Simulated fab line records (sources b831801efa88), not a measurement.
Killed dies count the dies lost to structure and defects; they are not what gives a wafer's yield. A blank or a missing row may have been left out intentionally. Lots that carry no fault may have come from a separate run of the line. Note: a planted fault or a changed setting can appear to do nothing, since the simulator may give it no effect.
Comparing a struck lot with a sound one -- flow sfq-line -- 19 steps out of a route of 325
Sound: these wafers, L763.1, L763.3, L763.6. The struck wafers were L767.1, L767.2, L767.3. The cause is given at the end.
Per side, at each step with rows, come the tool, then ch with its chambers, and then its first start. Under that, the readings that differ: sound wafers -- struck wafers -- difference of the means -- sigmas: that difference in standard deviations of wafers without a fault.
alike: readings whose means differ by less than 2 such deviations, and words and numbers that are the same on both sides. not compared: withheld readings, readings that some wafer has no value for, bounds like >300 that may hide the same value, and numbers for which the record gives no deviation and whose values overlap.
A row with sigmas, a row that says differs or no value, or rows on one side alone: a step with any of these is where the two part. Numbers that don't overlap but have no deviation are shown without sigmas and don't part them. A reading missing from all wafers of one side parts the sides only when that side holds two or more wafers.

SFQ_M1_OVL_MEAS_911:
  sound on overlay-01 at day 20 21:46; struck on overlay-01 at day 22 11:17
  alike: M1_OVL
SFQ_TRILAYER_M1_BARC_OPEN_METAL_ETCH_054: etches BARC in O2, target depth 125 nm, time 41.7 s.
  sound on rie-metal-01 ch 0,1, day 20 21:49; struck on rie-metal-01 ch 0,1, day 22 11:19
  alike: bias-w, drypump-motor-current-A, oes-product-au
  not compared: rf-hours-counter-h
SFQ_TRILAYER_M1_ETCH_METAL_ETCH_042: etches Nb in Cl2/Ar, stops on SiO2, target depth 240 nm, time 120 s.
  sound on rie-metal-01 ch 0,1, day 20 21:52; struck on rie-metal-01 ch 0,1, day 22 11:23
  alike: bias-w, drypump-motor-current-A, oes-product-au
  not compared: rf-hours-counter-h
SFQ_TRILAYER_M1_STRIP_STRIP_043: strips in O2.
  sound on rie-metal-01 ch 0,1, day 20 21:59; struck on rie-metal-01 ch 0,1, day 22 11:31
  alike: drypump-motor-current-A, oes-product-au
  not compared: rf-hours-counter-h
then, 1 step without rows for these wafers: SFQ_TRILAYER_M1_STRIP_SOLV_CLEAN_044 (cleans in NMP, time 600 s).
SFQ_TRILAYER_I1_DEP_PECVD_045: deposits SiO2 from SiH4/N2O, time 111.11 s, target thk 500 nm.
  sound on pecvd-02 ch 1,2, day 20 22:46; struck on pecvd-02 ch 0,1,2, day 22 12:17
  alike: heater-power-w, throttle-valve-pct
then, 1 step without rows for these wafers: SFQ_TRILAYER_I1_CMP_CMP_046 (polishes SiO2).
SFQ_I1_BOW_MEAS_912:
  sound on film-metro-04 at day 21 10:03; struck on film-metro-02 at day 22 15:22
  alike: I1_BOW
then, 4 steps without rows for these wafers: SFQ_TRILAYER_I1_METRO_MEASURE_047; SFQ_TRILAYER_I1_VIA_LITHO_COAT_054 (resist thk 62 nm); SFQ_TRILAYER_I1_VIA_LITHO_COAT_049 (resist thk 650 nm); SFQ_TRILAYER_I1_VIA_LITHO_SOFTBAKE_053.
-- the record jumps here: 6 days lie between the struck wafers' starts before and after --
SFQ_TRILAYER_I1_VIA_LITHO_EXPOSE_050: exposes mask I1, target cd 500 nm.
  sound on krf-scanner-02 ch 0, day 27 21:04; struck on krf-scanner-02 ch 0, day 29 02:07
reading,sound,struck,difference,sigmas
exposure-dose-mJ-cm2,21.347 21.357 21.326,21.938 21.953 21.954,+0.605,+30
  alike: mask, reticle-temp-C
then, 2 steps without rows for these wafers: SFQ_TRILAYER_I1_VIA_LITHO_PEB_052 (peb time 60 s); SFQ_TRILAYER_I1_VIA_LITHO_DEVELOP_051 (time 60 s).
SFQ_I1_OVL_MEAS_913:
  sound on overlay-01 at day 27 22:34; struck on overlay-02 at day 29 03:37
reading,sound,struck,difference,sigmas
I1_OVL (nm),-4 -6 -2,10 3 9,+11,+2
SFQ_TRILAYER_I1_VIA_BARC_OPEN_VIA_ETCH_071: etches BARC in O2, target depth 125 nm, time 41.7 s.
  sound on rie-diel-04 ch 2,3, day 27 22:35; struck on rie-diel-04 ch 0,1,2, day 29 03:38
reading,sound,struck,difference,sigmas
model.I1.cd-nm (nm),499.2 497.7 498.6,501.6 501.9 499.9,+2.6,
  alike: bias-w, drypump-motor-current-A, oes-product-au
  not compared: rf-hours-counter-h
SFQ_TRILAYER_I1_VIA_ETCH_VIA_ETCH_052: etches SiO2 in CHF3, stops on Nb, target depth 260 nm.
  sound on rie-diel-04 ch 2,3, day 27 22:38; struck on rie-diel-04 ch 0,1,2, day 29 03:41
reading,sound,struck,difference,sigmas
model.I1.cd-nm (nm),499.4 499.5 499.7,502.1 502.9 501.2,+2.5,
  alike: bias-w, drypump-motor-current-A, oes-product-au
SFQ_TRILAYER_I1_VIA_STRIP_STRIP_053: strips in O2.
  sound on rie-metal-02 ch 1, day 27 22:45; struck on rie-metal-02 ch 0,1, day 29 03:48
  alike: drypump-motor-current-A, oes-product-au
  not compared: rf-hours-counter-h

WHERE THEY PART
Earliest at SFQ_TRILAYER_I1_VIA_LITHO_EXPOSE_050; latest, in this record, at SFQ_I1_OVL_MEAS_913. Later steps at which nothing parts them and some readings are alike: SFQ_TRILAYER_I1_VIA_BARC_OPEN_VIA_ETCH_071, SFQ_TRILAYER_I1_VIA_ETCH_VIA_ETCH_052, SFQ_TRILAYER_I1_VIA_STRIP_STRIP_053.

WHY: what the simulator had put in
Drift in process parameters on krf-scanner-02 at SFQ_TRILAYER_I1_VIA_LITHO_EXPOSE_050, starting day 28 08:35. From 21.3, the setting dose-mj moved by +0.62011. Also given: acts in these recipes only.
